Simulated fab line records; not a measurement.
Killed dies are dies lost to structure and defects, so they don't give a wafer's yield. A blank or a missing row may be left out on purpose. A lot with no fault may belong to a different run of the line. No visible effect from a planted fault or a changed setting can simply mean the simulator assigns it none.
2 desks, one fault | flow gf180mcu | each desk holds nothing but its own numbers, with what lay behind them at the end

== TOOL OWNER'S DESK, cmp-01 ==
The tool's own readings at GF_V5_CMP_26 (polishes, stops on SiO2, t overpolish 15 s, target thk 0 nm): means of the sampled wafers that have a number, for each lot that ran on this tool. Marked OUT: a lot whose mean sits more than 4 standard deviations from the usual mean, which makes it out of limits; the brackets give that distance.
Columns: A = motor current A at GF_V5_CMP_26, usual 10.9 A; B = overpolish run s at GF_V5_CMP_26, usual 14.999 s; C = retaining ring pressure frac at GF_V5_CMP_26, usual 1.001; D = time to endpoint s at GF_V5_CMP_26, usual 84 s
lot  | first seen here | A    | B      | C     | D
L101 | day 27 03:47    | 11.4 | 15.006 | 1.002 | 87
L102 | day 27 14:13    | 10.9 | 15.006 | 1.000 | 87
L103 | day 28 01:01    | 11.6 | 15.001 | 0.996 | 87
L104 | day 28 04:37    | 10.9 | 14.998 | 1.002 | 82
L107 | day 28 23:20    | 11.5 | 15.002 | 0.998 | 87
L109 | day 29 17:56    | 11.7 | 15.016 | 1.001 | 82
L112 | day 30 18:01    | 12.0 | 15.009 | 0.998 | 83
L115 | day 31 11:11    | 11.4 | 14.998 | 1.005 | 86
L124 | day 33 20:40    | 11.3 | 14.998 | 0.998 | 90
Finding of this desk: none of the 9 lots has anything out of limits.

== AT THE METROLOGY DESK ==
What the gauges read for every lot (on any tool): the sampled wafers with a number, averaged. Marked OUT: a lot whose mean sits more than 4 standard deviations from the usual mean, which makes it out of limits; the brackets give that distance.
Columns: A = V5_BOW at GF_V5_BOW_MEAS_05, usual 134 um; B = cd nm at GF_V5_CD_MEAS_14, usual 260.1 nm; C = V5_W_THK at GF_V5_THK_MEAS_25, usual 358 nm
lot  | first seen here | A   | B     | C
L101 | day 26 05:54    | 154 | 261.4 | 355
L102 | day 26 16:19    | 131 | 259.8 | 361
L103 | day 27 03:28    | 133 | 260.9 | 360
L104 | day 27 07:33    | 130 | 260.3 | 358
L106 | day 28 00:23    | 131 | 258.9 | 359
L107 | day 28 02:16    | 123 | 262.2 | 359
L108 | day 28 18:02    | 140 | 258.4 | 359
L109 | day 28 20:40    | 132 | 260.7 | 349
L110 | day 29 03:35    | 136 | 259.1 | 362
L112 | day 29 22:31    | 135 | 261.3 | 358
L115 | day 30 16:22    | 140 | 261.3 | 356
L121 | day 32 04:56    | 135 | 258.3 | 354
L124 | day 33 03:45    | 137 | 259.9 | 365
Finding of this desk: none of the 13 lots has anything out of limits.

== TAKEN TOGETHER ==
The desk of the tool owner found nothing out of limits.
Nothing out of limits was seen by the metrology desk.

== WHAT HAD BEEN PUT IN BY THE SIMULATOR ==
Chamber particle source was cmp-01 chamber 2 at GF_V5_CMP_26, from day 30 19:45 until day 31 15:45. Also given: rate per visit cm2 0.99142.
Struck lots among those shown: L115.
